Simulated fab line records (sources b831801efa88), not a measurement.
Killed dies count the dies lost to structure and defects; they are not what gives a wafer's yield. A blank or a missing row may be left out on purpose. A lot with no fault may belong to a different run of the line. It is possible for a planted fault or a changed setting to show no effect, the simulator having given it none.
Matching of chambers | flow gf180mcu | GF_V3_CMP_04 on cmp-01: 4 sister chambers
The step polishes SiO2. 14 wafers are shown with their chamber, then 7 later ones without.

== WAFERS PAIRED WITH THEIR CHAMBERS ==
wafer  | chamber | motorCurrentA (A) | timeToEndpointS (s)
L909.3 | 2       | 11.7              | 83
L909.5 | 0       | 11.6              | 80
L909.6 | 3       | 12.7              | 82
L911.4 | 3       | 13.3              | 72
L911.5 | 1       | 9.9               | 75
L911.6 | 2       | 12.2              | 74
L913.1 | 0       | 12.3              | 72
L913.6 | 1       | 10.4              | 76
L914.3 | 1       | 10.2              | 67
L928.1 | 1       | 11.0              | 67
L928.5 | 0       | 12.5              | 71
L928.6 | 1       | 10.6              | 77
L929.1 | 0       | 12.1              | 78
L929.3 | 3       | 12.4              | 69

SIGNATURES, as means of the wafers listed above
reading         | chamber 0 | chamber 1 | chamber 2 | chamber 3 | scatter within a chamber
motorCurrentA   | 12.125    | 10.420    | 11.950    | 12.800    | 0.41
timeToEndpointS | 75.25     | 72.40     | 78.50     | 74.33     | 5.4
Rule: a wafer lies at a distance from a chamber equal to the root of the sum of squares, over the readings, of (its reading less the chamber's mean, divided by the reading's scatter). The wafer belongs to the nearest chamber; if the next one is less than 2 further off, it can't be placed. The scatter: take each reading less its chamber's mean, square it, sum over the shown wafers, divide by the number of wafers less the number of chambers, and take the root.

== WAFERS WITH NO CHAMBER GIVEN ==
wafer  | motorCurrentA (A) | timeToEndpointS (s)
L929.5 | 13.1              | 79
L930.1 | 11.7              | 73
L930.4 | 12.3              | 74
L930.5 | 10.8              | 75
L931.1 | 13.1              | 70
L931.3 | 12.4              | 63
L931.5 | 12.8              | 72

== THE CHAMBER EACH PASSED THROUGH ==
wafer  | from the rows above          | in truth
L929.5 | can't be placed: 3 or 0 or 2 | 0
L930.1 | can't be placed: 0 or 2 or 3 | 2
L930.4 | can't be placed: 0 or 2 or 3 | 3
L930.5 | can't be placed: 1 or 2      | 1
L931.1 | can't be placed: 3 or 0      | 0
L931.3 | can't be placed: 3 or 0 or 2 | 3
L931.5 | can't be placed: 3 or 0 or 2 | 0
Placed correctly: 0 of 7. Not placeable from these rows: 7 (in 7, the candidates include the true chamber). Placed wrongly: 0.
